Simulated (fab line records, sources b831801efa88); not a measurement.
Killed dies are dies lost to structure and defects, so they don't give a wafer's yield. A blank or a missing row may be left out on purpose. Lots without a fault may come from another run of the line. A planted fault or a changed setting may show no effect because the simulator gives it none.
Chamber matching | flow gf180mcu | GF_MIM_CVD_05 on pecvd-03: 3 sister chambers
The step deposits Si3N4, target thk 42 nm, time 29.086 s. 14 wafers are shown with their chamber, then 7 later ones without.

WAFERS WITH THEIR CHAMBER
wafer  | chamber | heater_power_w (W)
L844.4 | 1       | 559
L844.5 | 2       | 432
L844.6 | 0       | 721
L845.1 | 2       | 464
L845.3 | 0       | 641
L845.6 | 1       | 577
L846.1 | 2       | 483
L846.3 | 1       | 606
L846.4 | 2       | 471
L852.2 | 2       | 467
L852.3 | 0       | 735
L852.5 | 0       | 710
L864.4 | 1       | 550
L864.5 | 2       | 462

SIGNATURES (means of the wafers above)
reading        | chamber 0 | chamber 1 | chamber 2 | scatter within a chamber
heater_power_w | 701.75    | 573.00    | 463.17    | 27.8
Rule: a wafer's distance from a chamber is the root of the sum, over the readings, of the square of ((its reading less the chamber's mean) divided by the reading's scatter). The wafer belongs to the nearest chamber; if the next one is less than 2 further off, it can't be placed. The scatter: the root of (the sum of the squares of (reading less its chamber's mean) over the shown wafers, divided by (wafers less chambers)).

WAFERS WITHOUT THEIR CHAMBER
wafer  | heater_power_w (W)
L864.6 | 758
L865.2 | 794
L865.4 | 497
L865.6 | 800
L866.4 | 791
L866.5 | 496
L866.6 | 512

WHICH CHAMBER EACH WENT THROUGH
wafer  | from the rows above     | in truth
L864.6 | 0                       | 0
L865.2 | 0                       | 0
L865.4 | can't be placed: 2 or 1 | 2
L865.6 | 0                       | 0
L866.4 | 0                       | 0
L866.5 | can't be placed: 2 or 1 | 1
L866.6 | can't be placed: 2 or 1 | 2
Placed correctly: 4 of 7. Can't be placed from these rows: 3 (the true chamber is among the candidates in 3). Placed wrongly: 0.
